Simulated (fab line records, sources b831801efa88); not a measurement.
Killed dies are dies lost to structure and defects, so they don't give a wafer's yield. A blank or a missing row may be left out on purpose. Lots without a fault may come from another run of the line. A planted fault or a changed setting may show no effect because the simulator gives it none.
fab line records | flow sky130
record lots=6 wafers=18 last_day=50
route steps=708 shown NWELL@65 PAD_OPEN@708
lots that met no fault: from a run of the same line without faults
start_h: hours from the record's first day to the start of the lot's first wafer shown | wait_h: hours since the lot's step before | " the same as in the row above | L1.1+2: a row that stands for several wafers | - no value, or no start given | * or withheld: withheld | < > ~ a bound
route shown NAME@n: a module of which the file shows steps, and the number in the route of the first | usual: mean/standard deviation of fault-free wafers | same: alike in all rows | chamber/n: place in a boat | sites: the reading at each site | _std_site: their standard deviation | _edge_site: outer sites' mean less inner sites' | radius_mm: how far each site lies from the wafer's centre | mask NAME#n: copy n | behind: the tool/chamber that last shaped the wafer | hold: why the lot was held/for how many hours/how that ended | device: the transistor (n, p or np) that didn't switch | end of line: the same wafers' tests at the end of the route | a step without rows: its recipe alone | killed: dies lost to structure and defects at the first sort, not the wafer's yield | map: a wafer's dies, x killed, . not, _ none there
set.NAME: the setting as run; set.NAME@STEP: as run at that earlier step | model.NAME: the simulator's own value behind a step, which no gauge read
lots at some steps of the route; a table a step, a row a wafer
services: from which hour (start_h, from the record's first day; less than 0 if before it) a tool's chamber was out of use, for how many hours, and why
## steps
# step SKY_NWELL_IMPLANT_12
# recipe species=P energy_kev=119.1 dose_cm2=1.3e+12 tilt_deg=withheld
# step SKY_NWELL_IMPLANT_13
# recipe species=P energy_kev=50 dose_cm2=7e+11 tilt_deg=withheld
# step SKY_NWELL_STRIP_14
# recipe chemistry=O2/N2 power_w=1400 pressure_mtorr=1500 platen_temp_c=withheld o2_flow_sccm=3000 n2_flow_sccm=300 overash_fraction=0.5
# usual drypump_motor_current_A=6.0/0.39 oes_product_au=0.722/0.0049 strip_time_to_endpoint_s=36.92/0.09
# columns lot.wafer tool chamber start_h wait_h drypump_motor_current_A oes_product_au rf_hours_counter_h strip_time_to_endpoint_s
L471.2 plasma_asher-02 0 86.33 0.1 5.6 0.718 41 36.74
L471.4 " 1 " " 5.9 0.732 - 36.74
L471.5 " 0 " " 5.6 0.712 - 36.82
L472.1 plasma_asher-01 0 91.47 0.1 5.5 0.724 37 37.05
L472.5 " 0 " " 5.5 0.717 - 36.88
L472.6 " 1 " " 6.1 0.721 - 36.90
L489.1 plasma_asher-02 0 189.52 0.1 5.6 0.721 51 36.92
L489.2 " 1 " " 5.8 0.725 51 36.93
L489.3 " 1 " " 5.8 0.727 - 36.87
L490.3 plasma_asher-04 1 195.30 0.1 6.7 0.724 - 37.02
L490.4 " 0 " " 6.2 0.722 - 36.94
L490.5 " 1 " " 6.7 0.722 - 36.93
L493.1 plasma_asher-02 1 219.37 0.1 5.8 0.727 54 36.71
L493.4 " 0 " " 5.6 0.725 - 36.76
L493.6 " 0 " " 5.6 0.729 - 36.75
L494.4 plasma_asher-01 1 222.16 0.1 6.1 0.723 - 36.89
L494.5 " 0 " " 5.5 0.714 - 36.85
L494.6 " 1 " " 6.1 0.723 - 36.90
# step SKY_NWELL_TW_MEAS_15
# usual NWELL_TW=1826/11
# columns lot.wafer tool chamber start_h wait_h NWELL_TW
L471.2 film_metro-04 - 86.44 0.1 1834
L471.4 " - " " 1834
L471.5 " - " " 1837
L472.1 film_metro-02 - 91.57 0.1 1827
L472.5 " - " " 1837
L472.6 " - " " 1835
L489.1 film_metro-04 - 189.63 0.1 1837
L489.2 " - " " 1839
L489.3 " - " " 1840
L490.3 film_metro-01 - 195.39 0.1 1813
L490.4 " - " " 1827
L490.5 " - " " 1825
L493.1 film_metro-01 - 219.47 0.1 1834
L493.4 " - " " 1830
L493.6 " - " " 1834
L494.4 film_metro-01 - 222.26 0.1 1829
L494.5 " - " " 1837
L494.6 " - " " 1823
# step SKY_NWELL_DEHYDRATE_16
# recipe temp_c=200 time_s=60
# step SKY_NWELL_HMDS_17
# recipe prime_time_s=60 prime_temp_c=120
# step SKY_NWELL_COAT_18
# recipe spin_rpm=2000 resist_thk_nm=3000
# step SKY_NWELL_SOFTBAKE_19
# recipe temp_c=110 time_s=withheld
# step SKY_NWELL_EXPOSE_20
# recipe mask_id=NWM_COMPLEMENT na=0.6 source_shape=conventional sigma_outer=0.6 polarization=unpolarized target_cd_nm=840 dose_mj=260
# step SKY_NWELL_PEB_21
# recipe temp_c=115 time_s=withheld
# step SKY_NWELL_DEVELOP_22
# recipe wall_angle_deg=90 developer=TMAH develop_time_s=60 dev_temp_c=23
# step SKY_NWELL_OVL_MEAS_23
# usual NWELL_01_OVL=-0.6/1.4
# columns lot.wafer tool chamber start_h wait_h NWELL_01_OVL[nm]
L471.2 overlay-02 - 104.63 - -0.5
L471.4 " - " " -1.3
L471.5 " - " " -0.9
L472.1 overlay-01 - 109.24 - -1.4
L472.5 " - " " -0.7
L472.6 " - " " -1.2
L489.1 overlay-01 - 210.00 - -2.0
L489.2 " - " " -2.9
L489.3 " - " " -3.2
L490.3 overlay-02 - 217.09 - -3.0
L490.4 " - " " -2.9
L490.5 " - " " -2.2
L493.1 overlay-01 - 240.73 - 1.1
L493.4 " - " " -1.5
L493.6 " - " " -1.1
L494.4 overlay-01 - 243.34 - -0.1
L494.5 " - " " 0.4
L494.6 " - " " -0.6
# step SKY_NWELL_IMPLANT_24
# recipe species=B energy_kev=140 dose_cm2=9.292e+12 tilt_deg=withheld
# same implant_ion_amu=11
# columns lot.wafer tool chamber start_h wait_h
L471.2+4+5 implanter-03 0 104.69 0.0
L472.1+5+6 implanter-04 0 109.28 0.0
L489.1+2+3 implanter-04 0 210.03 0.0
L490.3+4+5 implanter-04 0 217.16 0.1
L493.1+4+6 implanter-03 0 240.77 0.0
L494.4+5+6 implanter-01 0 243.44 0.1
# step SKY_NWELL_STRIP_25
# recipe chemistry=O2/N2 power_w=1400 pressure_mtorr=1500 platen_temp_c=withheld o2_flow_sccm=3000 n2_flow_sccm=300 overash_fraction=0.5
# usual drypump_motor_current_A=6.0/0.4 oes_product_au=0.723/0.0049 strip_time_to_endpoint_s=36.92/0.12
# columns lot.wafer tool chamber start_h wait_h drypump_motor_current_A oes_product_au rf_hours_counter_h strip_time_to_endpoint_s
L471.2 plasma_asher-04 0 104.81 0.1 6.2 0.716 43 37.03
L471.4 " 0 " " 6.2 0.717 - 36.98
L471.5 " 1 " " 6.7 0.730 - 37.02
L472.1 plasma_asher-02 0 109.43 0.1 5.6 0.720 43 37.08
L472.5 " 1 " " 5.8 0.727 - 36.95
L472.6 " 0 " " 5.6 0.728 - 37.01
L489.1 plasma_asher-02 0 210.18 0.1 5.6 0.726 53 37.09
L489.2 " 1 " " 5.9 0.728 53 36.91
L489.3 " 1 " " 5.9 0.723 - 36.98
L490.3 plasma_asher-01 1 217.30 0.1 6.2 0.716 - 36.80
L490.4 " 0 " " 5.5 0.727 - 36.95
L490.5 " 0 " " 5.5 0.718 - 36.95
L493.1 plasma_asher-04 0 240.92 0.1 6.2 0.721 56 37.14
L493.4 " 1 " " 6.7 0.725 - 37.02
L493.6 " 1 " " 6.7 0.719 - 37.05
L494.4 plasma_asher-04 0 243.54 0.1 6.3 0.726 - 36.84
L494.5 " 0 " " 6.2 0.719 - 36.79
L494.6 " 1 " " 6.7 0.725 - 36.74
# step SKY_NWELL_TW_MEAS_26
# usual NWELL_2_TW=501.2/2.6
# columns lot.wafer tool chamber start_h wait_h NWELL_2_TW
L471.2 film_metro-02 - 104.92 0.1 500.5
L471.4 " - " " 498.5
L471.5 " - " " 496.7
L472.1 film_metro-02 - 109.53 0.1 499.2
L472.5 " - " " 503.2
L472.6 " - " " 500.2
L489.1 film_metro-04 - 210.28 0.1 466.0
L489.2 " - " " 463.3
L489.3 " - " " 460.0
L490.3 film_metro-01 - 217.38 0.1 462.1
L490.4 " - " " 462.4
L490.5 " - " " 461.9
L493.1 film_metro-01 - 241.02 0.1 499.6
L493.4 " - " " 499.2
L493.6 " - " " 501.3
L494.4 film_metro-01 - 243.64 0.1 496.7
L494.5 " - " " 498.8
L494.6 " - " " 501.4
# step SKY_NWELL_CLEAN_27
# recipe chemistry=SC1/SC2 mix=1:4:20 temp_c=70 time_s=150 dry=n2_spin
# step SKY_PAD_OPEN_PROBE_99
# usual killed_at_M0_to_M3=43/7.7 killed_at_M4_up=2.9/1.7 killed_at_contacts=24/5.5 killed_at_front_end=15/4 killed_at_other=0.4/0.66 killed_dies=86/9.4 killed_open=47/6.7 killed_short=38/6.2
# same gross_dies=492 killed_at_back_side=0
# columns lot.wafer tool chamber start_h wait_h killed_at_M0_to_M3 killed_at_M4_up killed_at_contacts killed_at_front_end killed_at_other killed_dies killed_open killed_short model.etest.pfet_16v.r_on_ohm_um model.etest.res_iso_pwell.rs_ohm_sq model.etest.res_pwell_under_gate.rs_ohm_sq_range model.etest.res_pwell_under_gate.rs_ohm_sq model.etest.res_iso_pwell.line_ohm_um model.etest.res_pwell_under_gate.rs_ohm_sq_rim_less_centre model.etest.nfet_16v.r_on_ohm_um model.etest.pfet_16v.drive_ua_um
L471.2 prober-02 - 1074.36 0.1 53 3 19 10 0 85 50 35 1.474e+04 3117 53.67 2270 1181 2.923 1.456e+04 255.4
L471.4 prober-02 - 1074.46 0.2 53 3 24 14 0 94 50 43 1.489e+04 3125 93.26 2275 1195 43.89 1.468e+04 254
L471.5 prober-02 - 1074.51 0.2 51 2 31 14 0 98 51 47 1.463e+04 3074 44.27 2276 1158 15.43 1.449e+04 257
L472.1 prober-01 - 1081.70 0.1 29 5 21 20 1 76 39 37 1.478e+04 2854 60.63 2250 1078 4.32 1.413e+04 240.5
L472.5 prober-01 - 1081.90 0.2 50 3 38 20 0 111 62 49 1.576e+04 3352 50.47 2246 1263 23.77 1.431e+04 236.7
L472.6 prober-01 - 1081.95 0.2 36 3 30 17 0 86 49 36 1.546e+04 3236 26.45 2241 1215 -12.36 1.416e+04 241.9
L489.1 prober-02 - 1172.45 0.1 43 1 29 13 0 86 48 38 1.9e+04 3793 778.8 3019 1427 -397 1.378e+04 188.9
L489.2 prober-02 - 1172.50 0.1 48 2 21 10 1 82 46 35 1.923e+04 3881 788.8 3021 1468 -358.8 1.37e+04 185.8
L489.3 prober-02 - 1172.55 0.2 60 1 15 12 2 90 45 44 1.958e+04 3989 912.2 3044 1506 -356.3 1.379e+04 181.8
L490.3 prober-01 - 1177.12 0.2 39 3 17 12 0 71 31 39 1.922e+04 4705 787.9 3024 1792 -400 1.366e+04 179.7
L490.4 prober-01 - 1177.17 0.2 53 1 25 16 1 96 47 48 1.893e+04 4681 811.1 3011 1753 -336.1 1.358e+04 183.1
L490.5 prober-01 - 1177.22 0.2 36 4 21 16 0 77 44 33 1.936e+04 4774 769.5 3014 1816 -343 1.366e+04 181.1
L493.1 prober-02 - 1199.36 0.1 44 5 31 14 0 94 50 44 1.497e+04 3007 42.51 2258 1159 -12.64 1.373e+04 245.2
L493.4 prober-02 - 1199.51 0.2 34 5 23 11 0 73 49 24 1.564e+04 3531 72.77 2247 1338 45.71 1.379e+04 241.6
L493.6 prober-02 - 1199.61 0.2 35 5 28 9 0 77 42 35 1.552e+04 3402 46.47 2259 1280 -0.7008 1.403e+04 240.7
L494.4 prober-01 - 1200.41 0.2 47 4 26 11 2 90 47 43 1.477e+04 2852 60.86 2257 1068 7.624 1.406e+04 248.5
L494.5 prober-01 - 1200.46 0.2 31 3 20 9 1 64 42 22 1.5e+04 2949 49.53 2267 1101 36.13 1.409e+04 247.8
L494.6 prober-01 - 1200.51 0.2 51 4 20 13 2 90 51 39 1.477e+04 2868 68.85 2281 1081 5.638 1.417e+04 248.7
# killed by level:class
L471.2 VIA1:geometric_particle:open=15 CONTACT:geometric_particle:open=11 VIA3:geometric_particle:open=9 METAL2:geometric_particle:short=8 METAL1:geometric_particle:short=5 CONTACT:geometric_particle:short=4 VIA1:geometric_particle:short=4 VIA2:geometric_particle:open=4
L471.4 VIA1:geometric_particle:open=18 LI_CONTACT:geometric_particle:open=11 VIA1:geometric_particle:short=9 CONTACT:geometric_particle:open=7 METAL2:geometric_particle:short=5 FIELD_ISO:geometric_particle:short=4 POLY_GATE:geometric_particle:short=4 METAL3:geometric_particle:short=4
L471.5 CONTACT:geometric_particle:short=10 LI_CONTACT:geometric_particle:open=9 CONTACT:geometric_particle:open=8 VIA1:geometric_particle:short=8 VIA1:geometric_particle:open=7 METAL2:geometric_particle:short=7 FIELD_ISO:geometric_particle:open=5 METAL1:geometric_particle:short=5
L472.1 VIA1:geometric_particle:open=10 FIELD_ISO:geometric_particle:short=7 CONTACT:geometric_particle:open=7 VIA3:geometric_particle:open=7 FIELD_ISO:geometric_particle:open=4 LOCAL_INTERCONNECT:geometric_particle:short=4 CONTACT:geometric_particle:short=4 POLY_GATE:geometric_particle:short=3
L472.5 VIA1:geometric_particle:open=16 CONTACT:geometric_particle:open=13 LOCAL_INTERCONNECT:geometric_particle:short=10 METAL1:geometric_particle:short=8 VIA2:geometric_particle:open=7 FIELD_ISO:geometric_particle:short=6 LI_CONTACT:geometric_particle:open=6 POLY_GATE:geometric_particle:short=5
L472.6 CONTACT:geometric_particle:open=11 LI_CONTACT:geometric_particle:open=7 VIA1:geometric_particle:open=7 METAL1:geometric_particle:short=7 FIELD_ISO:geometric_particle:open=6 VIA3:geometric_particle:open=5 LOCAL_INTERCONNECT:geometric_particle:short=4 CONTACT:geometric_particle:short=4
L489.1 VIA1:geometric_particle:open=14 LI_CONTACT:geometric_particle:open=10 CONTACT:geometric_particle:short=8 CONTACT:geometric_particle:open=6 VIA2:geometric_particle:open=6 FIELD_ISO:geometric_particle:open=5 METAL2:geometric_particle:short=5 POLY_GATE:geometric_particle:short=4
L489.2 VIA1:geometric_particle:open=16 VIA1:geometric_particle:short=7 LI_CONTACT:geometric_particle:open=6 CONTACT:geometric_particle:open=6 METAL1:geometric_particle:short=5 METAL2:geometric_particle:short=5 VIA2:geometric_particle:open=4 VIA3:geometric_particle:short=4
L489.3 VIA2:geometric_particle:open=10 METAL2:geometric_particle:short=8 VIA3:geometric_particle:open=7 METAL1:geometric_particle:short=7 VIA1:geometric_particle:short=6 CONTACT:geometric_particle:open=6 VIA1:geometric_particle:open=6 POLY_GATE:geometric_particle:short=5
L490.3 VIA2:geometric_particle:open=8 METAL1:geometric_particle:short=7 VIA2:geometric_particle:short=6 LOCAL_INTERCONNECT:geometric_particle:short=5 VIA1:geometric_particle:open=4 CONTACT:geometric_particle:open=4 METAL1:geometric_particle:open=4 FIELD_ISO:geometric_particle:short=3
L490.4 VIA2:geometric_particle:open=10 VIA1:geometric_particle:open=9 METAL1:geometric_particle:short=8 LI_CONTACT:geometric_particle:open=8 CONTACT:geometric_particle:short=7 CONTACT:geometric_particle:open=6 FIELD_ISO:geometric_particle:short=5 VIA1:geometric_particle:short=5
L490.5 CONTACT:geometric_particle:open=11 LI_CONTACT:geometric_particle:open=7 VIA1:geometric_particle:open=7 METAL1:geometric_particle:short=6 FIELD_ISO:geometric_particle:open=4 FIELD_ISO:geometric_particle:short=4 POLY_GATE:geometric_particle:open=4 METAL4:geometric_particle:short=4
L493.1 LOCAL_INTERCONNECT:geometric_particle:short=12 VIA1:geometric_particle:open=11 CONTACT:geometric_particle:open=9 METAL2:geometric_particle:short=8 VIA2:geometric_particle:open=6 VIA1:geometric_particle:short=6 VIA3:geometric_particle:open=6 FIELD_ISO:geometric_particle:open=5
L493.4 VIA1:geometric_particle:open=9 CONTACT:geometric_particle:open=7 LI_CONTACT:geometric_particle:open=6 VIA2:geometric_particle:open=6 VIA3:geometric_particle:open=5 FIELD_ISO:geometric_particle:open=4 LOCAL_INTERCONNECT:geometric_particle:short=4 POLY_GATE:geometric_particle:open=3
L493.6 LI_CONTACT:geometric_particle:open=9 CONTACT:geometric_particle:open=9 VIA2:geometric_particle:open=7 METAL1:geometric_particle:short=5 VIA3:geometric_particle:open=5 LOCAL_INTERCONNECT:geometric_particle:short=4 CONTACT:geometric_particle:short=4 VIA2:geometric_particle:short=4
L494.4 CONTACT:geometric_particle:open=11 VIA2:geometric_particle:open=8 METAL2:geometric_particle:short=7 VIA3:geometric_particle:open=7 LOCAL_INTERCONNECT:geometric_particle:short=5 VIA1:geometric_particle:open=5 LI_CONTACT:geometric_particle:open=4 CONTACT:geometric_particle:short=4
L494.5 VIA1:geometric_particle:open=13 LI_CONTACT:geometric_particle:open=7 CONTACT:geometric_particle:open=6 VIA2:geometric_particle:open=6 CONTACT:geometric_particle:short=4 FIELD_ISO:geometric_particle:open=3 POLY_GATE:geometric_particle:short=3 METAL1:geometric_particle:short=3
L494.6 VIA1:geometric_particle:open=10 VIA2:geometric_particle:open=9 METAL1:geometric_particle:short=9 CONTACT:geometric_particle:open=8 METAL2:geometric_particle:short=7 LI_CONTACT:geometric_particle:open=5 VIA3:geometric_particle:open=5 FIELD_ISO:geometric_particle:open=4
## services
# columns tool chamber start_h hours kind
implanter-03 - 75.70 9.5 repair
implanter-03 - 92.96 6.5 repair
plasma_asher-01 - 98.40 7.9 repair
plasma_asher-04 - 106.46 3.0 repair
plasma_asher-01 - 108.75 9.0 pm
plasma_asher-01 0 108.75 9.0 vent_cycle
plasma_asher-01 1 108.75 9.0 vent_cycle
plasma_asher-02 - 110.00 3.7 repair
plasma_asher-01 0 117.75 - clean
plasma_asher-01 1 117.75 - clean
implanter-01 - 129.07 2.6 repair
plasma_asher-01 - 144.53 1.3 repair
implanter-03 - 166.84 2.1 repair
implanter-03 - 190.77 5.8 pm
plasma_asher-04 - 219.28 1.8 repair
plasma_asher-02 - 220.40 2.8 pm
implanter-01 - 233.90 2.8 pm
implanter-04 - 241.78 3.6 repair
## key
first_sign step=SKY_NWELL_TW_MEAS_26 reading=NWELL_2_TW direction=down sigmas=15 usual=501.2 struck=462.6
effect none on later readings
model_effect step=SKY_PAD_OPEN_PROBE_99 value=etest.pfet_16v.r_on_ohm_um without=1.52e+04 struck=1.922e+04
met_at SKY_NWELL_IMPLANT_24
struck_wafers L489.1,L489.2,L489.3,L490.3,L490.4,L490.5
tester_left_out L489,L490
onset_between 109.28 210.03
fault kind=process_parameter_drift tool=implanter-04 chamber=- onset_h=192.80 steps=SKY_NWELL_IMPLANT_24 channel=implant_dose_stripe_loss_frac offset=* shape=step end_h=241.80
# tester_left_out: of these lots the tester's yield and bins aren't shown, on N5 and GAA mostly nor the transistor test; their killed dies are dies lost to structure and defects alone, not to doping, threshold or leakage, so they don't give the yield
